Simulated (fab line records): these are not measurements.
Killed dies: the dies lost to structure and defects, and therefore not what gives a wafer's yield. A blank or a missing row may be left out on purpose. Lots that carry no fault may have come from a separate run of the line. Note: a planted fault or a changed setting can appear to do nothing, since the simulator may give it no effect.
A struck lot beside a sound one + flow sfq_line + 18 steps out of a route of 325
Sound: the wafers L483.2, L483.3, L483.6. Wafers L494.2, L494.3, L494.4 were the ones struck. The cause is named last.
Order at every step that has rows: each side's tool, ch and its chambers, its first start. Under that, the readings that differ: sound wafers + struck wafers + difference of the means + sigmas: that difference in standard deviations of wafers without a fault.
alike: words and numbers the same on both sides, and readings whose means are apart by under 2 such deviations; not compared: readings that were withheld, readings missing a value for some wafer, numbers with overlapping values and no deviation given by the record, and bounds like >300 which may hide the same value.
A row with sigmas, a row that says differs or no value, or rows on one side alone: a step with any of these is where the two part. Non-overlapping numbers with no deviation appear without sigmas and do not part them. Lack of a reading on every wafer of one side parts them only where that side has two or more wafers.

first, 5 steps without rows for these wafers: SFQ_TRILAYER_I7_VIA_LITHO_COAT_187 (resist thk 650 nm); SFQ_TRILAYER_I7_VIA_LITHO_SOFTBAKE_191; SFQ_TRILAYER_I7_VIA_LITHO_EXPOSE_188 (exposes mask I7, target cd 1000 nm); SFQ_TRILAYER_I7_VIA_LITHO_PEB_190 (peb time 60 s); SFQ_TRILAYER_I7_VIA_LITHO_DEVELOP_189 (time 60 s).
SFQ_I7_OVL_MEAS_947:
  sound: overlay-02 at day 82 17:11; struck: overlay-02 at day 96 19:47
  alike: I7_OVL
SFQ_TRILAYER_I7_VIA_BARC_OPEN_VIA_ETCH_260: etches BARC in O2, target depth 125 nm, time 41.7 s.
  sound on rie_diel-02 ch 0,3, day 82 17:13; struck on rie_diel-02 ch 0,1,3, day 96 19:49
  alike: drypump_motor_current_A, oes_product_au, rf_fwd_power_W
  not compared: rf_hours_counter_h
SFQ_TRILAYER_I7_VIA_ETCH_VIA_ETCH_190: etches SiO2 in CHF3, stops on Nb, target depth 260 nm.
  sound on rie_diel-02 ch 0,3, day 82 17:15; struck on rie_diel-02 ch 0,1,3, day 96 19:52
| reading               | sound             | struck            | difference | sigmas |
|-----------------------|-------------------|-------------------|------------|--------|
| oes_product_au (a.u.) | 0.855 0.852 0.866 | 0.841 0.846 0.852 | -0.011     | -2     |
  alike: drypump_motor_current_A, rf_fwd_power_W
SFQ_TRILAYER_I7_VIA_STRIP_STRIP_191: strips in O2.
  sound on rie_metal-04 ch 0,1, day 82 17:22; struck on rie_metal-03 ch 0,1, day 96 19:58
| reading               | sound             | struck            | difference | sigmas |
|-----------------------|-------------------|-------------------|------------|--------|
| oes_product_au (a.u.) | 1.016 1.017 1.013 | 1.002 0.994 0.984 | -0.022     | -2     |
  alike: drypump_motor_current_A
  not compared: rf_hours_counter_h
then, 3 steps without rows for these wafers: SFQ_TRILAYER_I7_VIA_STRIP_SOLV_CLEAN_192 (cleans in NMP, time 600 s); SFQ_TRILAYER_M8_LITHO_LOR_COAT_197; SFQ_TRILAYER_M8_LITHO_LOR_BAKE_198.
SFQ_TRILAYER_M8_LITHO_COAT_193: resist thk 600 nm.
  sound on litho_track-04 ch 0, day 82 19:00; struck on litho_track-01 ch 0, day 96 21:00
| reading                                             | sound                | struck               | difference | sigmas |
|-----------------------------------------------------|----------------------|----------------------|------------|--------|
| spin_speed_rpm (rpm)                                | 3003.4 3001.3 2998.7 | 2950.8 2948.7 2948.4 | -51.8      | -30    |
| model.KrF_of_TRILAYER_M8_LITHO_COAT_193.thk_nm (nm) | 599.7 600.1 600      | 604.5 602.7 603.1    | +3.5       |        |
then, 3 steps without rows for these wafers: SFQ_TRILAYER_M8_LITHO_SOFTBAKE_199; SFQ_TRILAYER_M8_LITHO_EXPOSE_194 (exposes mask M8, target cd 2000 nm); SFQ_TRILAYER_M8_LITHO_PEB_196 (peb time 60 s).
SFQ_TRILAYER_M8_LITHO_DEVELOP_195: img clear 15 s, time 55 s.
  sound on litho_track-03 ch 0, day 87 06:40; struck on litho_track-01 ch 0, day 97 01:20
| reading                                             | sound             | struck            | difference | sigmas |
|-----------------------------------------------------|-------------------|-------------------|------------|--------|
| model.KrF_of_TRILAYER_M8_LITHO_COAT_193.thk_nm (nm) | 575.5 575.9 575.7 | 580.2 578.4 578.9 | +3.5       |        |
SFQ_M8_OVL_MEAS_948:
  sound: overlay-01 at day 87 06:47; struck: overlay-02 at day 97 01:27
  alike: M8_OVL

== WHERE THEY PART ==
Earliest at SFQ_TRILAYER_I7_VIA_ETCH_VIA_ETCH_190; latest, in this record, at SFQ_TRILAYER_M8_LITHO_COAT_193. Later steps at which nothing parts them and some readings are alike: SFQ_M8_OVL_MEAS_948.

WHY: whatever the simulator had introduced
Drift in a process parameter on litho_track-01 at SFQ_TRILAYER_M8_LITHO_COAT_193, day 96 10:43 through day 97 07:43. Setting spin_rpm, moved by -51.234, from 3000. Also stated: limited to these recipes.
